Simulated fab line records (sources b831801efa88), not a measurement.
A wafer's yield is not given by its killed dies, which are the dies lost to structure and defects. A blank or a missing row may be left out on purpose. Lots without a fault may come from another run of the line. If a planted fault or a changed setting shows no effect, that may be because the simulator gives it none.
Chamber matching ; flow sfq line ; SFQ_TRILAYER_I1_DEP_PECVD_045 on pecvd-02: 3 sister chambers
The step deposits SiO2 from SiH4/N2O, time 111.11 s, target thk 500 nm. 3 wafers are shown with their chamber, then 7 later ones without.

== WAFERS PAIRED WITH THEIR CHAMBERS ==
wafer;chamber;heater power w (W)
L290.5;1;103
L293.2;2;101
L293.3;0;83

== WAFERS WHOSE CHAMBER IS MISSING ==
wafer;heater power w (W)
L293.6;109
L303.1;71
L303.3;113
L303.4;106
L305.2;69
L305.3;93
L305.4;96

== WHICH CHAMBER EACH WENT THROUGH ==
wafer;from the rows above;in truth
L293.6;can't be placed: 1 or 2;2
L303.1;can't be placed: 0 or 2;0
L303.3;can't be placed: 1 or 2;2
L303.4;can't be placed: 1 or 2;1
L305.2;can't be placed: 0 or 2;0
L305.3;can't be placed: 2 or 0 or 1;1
L305.4;can't be placed: 2 or 1 or 0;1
0 of 7 placed correctly. From these rows, 7 cannot be placed; in 7 the true chamber is one of the candidates. 0 placed wrongly.
How it was worked out, from the rows above alone: a wafer's distance from a chamber is the root of the sum, over the readings, of the square of ((its reading less the chamber's mean) divided by the reading's scatter). The wafer belongs to the nearest chamber; if the next one is less than 2 further off, it can't be placed. The mean given for a chamber averages the wafers shown for that chamber. The scatter: root of mean squared gap, hidden wafer to nearest shown wafer, with one shown wafer a chamber.
